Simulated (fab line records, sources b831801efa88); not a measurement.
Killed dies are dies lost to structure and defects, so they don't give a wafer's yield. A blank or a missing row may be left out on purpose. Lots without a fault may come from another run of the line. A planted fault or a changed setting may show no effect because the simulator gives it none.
Which tool did it? | flow gf180mcu | 6 lots, 17 wafers sampled, at 5 steps of a route of 602

WHAT THE GAUGES READ, wafer by wafer
GF_MIM_RS_MEAS_10: measures by four-point-probe.
lot  | measured     | on            | MIM_ALCU_RS (ohm/sq)
L250 | day 24 20:51 | film_metro-02 | 0.1589 0.1614 0.1594
L255 | day 26 20:05 | film_metro-01 | 0.1584 0.1585
L264 | day 29 12:51 | film_metro-02 | 0.1625 0.1579 0.1605
L268 | day 30 13:57 | film_metro-02 | 0.1599 0.1595 0.1590
L270 | day 31 01:30 | film_metro-01 | 0.1604 0.1583 0.1628
L272 | day 31 11:48 | film_metro-01 | 0.1599 0.1601 0.1614

WHICH TOOL RAN EACH LOT (tool, then ch and the chambers of the sampled wafers, then the start)
lot  | GF_STI_ETCH_14                  | GF_STI_STRIP_15                     | GF_M2_SPUTTER_00             | GF_M3_SPUTTER_04
L250 | rie_si-01 ch 2,3, day 2 06:46   | plasma_asher-02 ch 0, day 2 06:50   | pvd_sputter-02, day 18 13:53 | pvd_sputter-04, day 20 18:47
L255 | rie_si-02 ch 2,3, day 3 08:51   | plasma_asher-04 ch 1, day 3 08:57   | pvd_sputter-04, day 20 20:35 | pvd_sputter-01, day 22 22:49
L264 | rie_si-01 ch 0,3, day 5 06:20   | plasma_asher-04 ch 0,1, day 5 06:25 | pvd_sputter-02, day 23 23:59 | pvd_sputter-01, day 25 23:10
L268 | rie_si-02 ch 2,3, day 6 05:50   | plasma_asher-01 ch 1, day 6 05:55   | pvd_sputter-02, day 25 04:23 | pvd_sputter-01, day 27 02:04
L270 | rie_si-02 ch 0,3, day 6 14:08   | plasma_asher-02 ch 0,1, day 6 14:12 | pvd_sputter-02, day 25 19:22 | pvd_sputter-02, day 27 14:45
L272 | rie_si-01 ch 1,2,3, day 6 23:08 | plasma_asher-01 ch 0,1, day 6 23:15 | pvd_sputter-04, day 26 07:25 | pvd_sputter-02, day 28 03:20
- GF_STI_ETCH_14: etches Si in HBr/Cl2/O2, target depth 360 nm, time 102.9 s.
- GF_STI_STRIP_15: strips in O2/N2.
- GF_M2_SPUTTER_00: material Ti, target thk 37.5 nm, time 150 s.
- GF_M3_SPUTTER_04: material TiN, target thk 50 nm, time 41.7 s.

THE ANSWER, worked out from the rows above alone
Rule: what is usual is taken from the lots themselves. Put in order of their means at a reading, lots are off if they are a third of the lots or fewer, leave a main group of 4 or more, and stand apart from it by a gap of 3 or more times the standard deviation of the main group's means; of several such gaps the widest counts. A main group whose means are all the same, to the digits that the tables above print for the reading, isn't used. A lot without any number at a reading at which 4 lots or more have one is off too. The other lots that the step has rows for count as sound.
No lot is off at any reading shown: from this, nothing can be told.

WHAT THE SIMULATOR HAD PUT IN
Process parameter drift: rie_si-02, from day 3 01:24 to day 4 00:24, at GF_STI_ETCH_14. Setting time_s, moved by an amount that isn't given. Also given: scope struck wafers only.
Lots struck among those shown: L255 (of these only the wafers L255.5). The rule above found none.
